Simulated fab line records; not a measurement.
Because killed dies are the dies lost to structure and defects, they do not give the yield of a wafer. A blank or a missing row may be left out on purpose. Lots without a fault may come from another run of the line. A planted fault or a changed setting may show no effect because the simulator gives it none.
Which of the tools did it? || flow gf180mcu || 14 lots, 42 wafers sampled, at 2 steps of a route of 602

WHAT THE GAUGES SHOWED, per wafer
GF_V3_CD_MEAS_14 targets a cd of 260 nm. Usual: 260.0 nm for cd_nm, sd 1.1.
{"lot": "L985", "measured": "day 22 07:28", "on": "cd_sem-01", "cd_nm (nm)": "259.5 259.5 259.9", "flag": ""}
{"lot": "L987", "measured": "day 23 01:47", "on": "cd_sem-01", "cd_nm (nm)": "260.6 260.9 260.0", "flag": ""}
{"lot": "L989", "measured": "day 23 20:01", "on": "cd_sem-02", "cd_nm (nm)": "260.1 260.0 260.1", "flag": ""}
{"lot": "L990", "measured": "day 24 07:13", "on": "cd_sem-01", "cd_nm (nm)": "258.9 259.7 260.2", "flag": ""}
{"lot": "L991", "measured": "day 24 13:53", "on": "cd_sem-02", "cd_nm (nm)": "260.4 259.4 260.2", "flag": ""}
{"lot": "L992", "measured": "day 25 01:44", "on": "cd_sem-01", "cd_nm (nm)": "261.0 262.0 261.1", "flag": ""}
{"lot": "L994", "measured": "day 25 15:22", "on": "cd_sem-01", "cd_nm (nm)": "261.2 260.4 260.0", "flag": ""}
{"lot": "L995", "measured": "day 26 02:47", "on": "cd_sem-01", "cd_nm (nm)": "259.5 258.9 259.0", "flag": ""}
{"lot": "L996", "measured": "day 26 09:40", "on": "cd_sem-01", "cd_nm (nm)": "259.5 261.2 260.3", "flag": ""}
{"lot": "L997", "measured": "day 26 17:34", "on": "cd_sem-01", "cd_nm (nm)": "259.3 258.1 257.7", "flag": ""}
{"lot": "L998", "measured": "day 26 23:46", "on": "cd_sem-02", "cd_nm (nm)": "260.2 258.8 260.7", "flag": ""}
{"lot": "L105", "measured": "day 29 00:37", "on": "cd_sem-02", "cd_nm (nm)": "258.0 258.9 258.2", "flag": ""}
{"lot": "L107", "measured": "day 29 07:06", "on": "cd_sem-02", "cd_nm (nm)": "262.4 261.5 262.2", "flag": ""}
{"lot": "L108", "measured": "day 29 17:16", "on": "cd_sem-01", "cd_nm (nm)": "260.1 259.7 260.0", "flag": ""}

GF_V3_THK_MEAS_25: measures by xrf. Usual: for V3_W_THK the level is 343 nm and the standard deviation is 5.2.
{"lot": "L985", "measured": "day 22 08:43", "on": "film_metro-02", "V3_W_THK (nm)": "337 342 340", "flag": ""}
{"lot": "L987", "measured": "day 23 02:56", "on": "film_metro-01", "V3_W_THK (nm)": "341 343 340", "flag": ""}
{"lot": "L989", "measured": "day 23 21:12", "on": "film_metro-02", "V3_W_THK (nm)": "346 350 345", "flag": ""}
{"lot": "L990", "measured": "day 24 08:25", "on": "film_metro-02", "V3_W_THK (nm)": "331 334 340", "flag": ""}
{"lot": "L991", "measured": "day 24 15:10", "on": "film_metro-02", "V3_W_THK (nm)": "342 338 337", "flag": ""}
{"lot": "L992", "measured": "day 25 02:58", "on": "film_metro-02", "V3_W_THK (nm)": "335 334 336", "flag": ""}
{"lot": "L994", "measured": "day 25 16:30", "on": "film_metro-04", "V3_W_THK (nm)": "343 339 346", "flag": ""}
{"lot": "L995", "measured": "day 26 03:56", "on": "film_metro-01", "V3_W_THK (nm)": "339 338 341", "flag": ""}
{"lot": "L996", "measured": "day 26 10:49", "on": "film_metro-02", "V3_W_THK (nm)": "349 348 345", "flag": ""}
{"lot": "L997", "measured": "day 26 18:41", "on": "film_metro-02", "V3_W_THK (nm)": "342 337 340", "flag": ""}
{"lot": "L998", "measured": "day 27 00:57", "on": "film_metro-04", "V3_W_THK (nm)": "340 335 341", "flag": ""}
{"lot": "L105", "measured": "day 29 01:46", "on": "film_metro-02", "V3_W_THK (nm)": "343 341 345", "flag": ""}
{"lot": "L107", "measured": "day 29 08:15", "on": "film_metro-04", "V3_W_THK (nm)": "342 342 342", "flag": ""}
{"lot": "L108", "measured": "day 29 18:25", "on": "film_metro-01", "V3_W_THK (nm)": "347 344 347", "flag": ""}

TOOL THAT RAN EACH LOT (tool first, then ch and the chambers of the sampled wafers, then the start)
No process step before these readings appears in the record.

AS READ BY THE TOOLS THEMSELVES (means over the sampled wafers that have a number; for cases with no such wafer, the mark the record gives instead)
The record holds no such reading with a usual standard deviation.

THE ANSWER, worked out from the rows above alone
Rule: lot off if the mean of its wafers having a number is beyond 3 standard deviations from the usual mean. A lot without any number at a reading at which 4 lots or more have one is off too. Any other lot the step has rows for is counted as sound. First the gauges in route order, then the tools' own readings, where a lot's mean is used as printed above. The first step at which some lot is off is used, and at that step the reading that is off furthest; a lot without a number counts as furthest.
Nothing can be told from this: no lot is off at any reading shown.

WHAT HAD BEEN PUT IN BY THE SIMULATOR
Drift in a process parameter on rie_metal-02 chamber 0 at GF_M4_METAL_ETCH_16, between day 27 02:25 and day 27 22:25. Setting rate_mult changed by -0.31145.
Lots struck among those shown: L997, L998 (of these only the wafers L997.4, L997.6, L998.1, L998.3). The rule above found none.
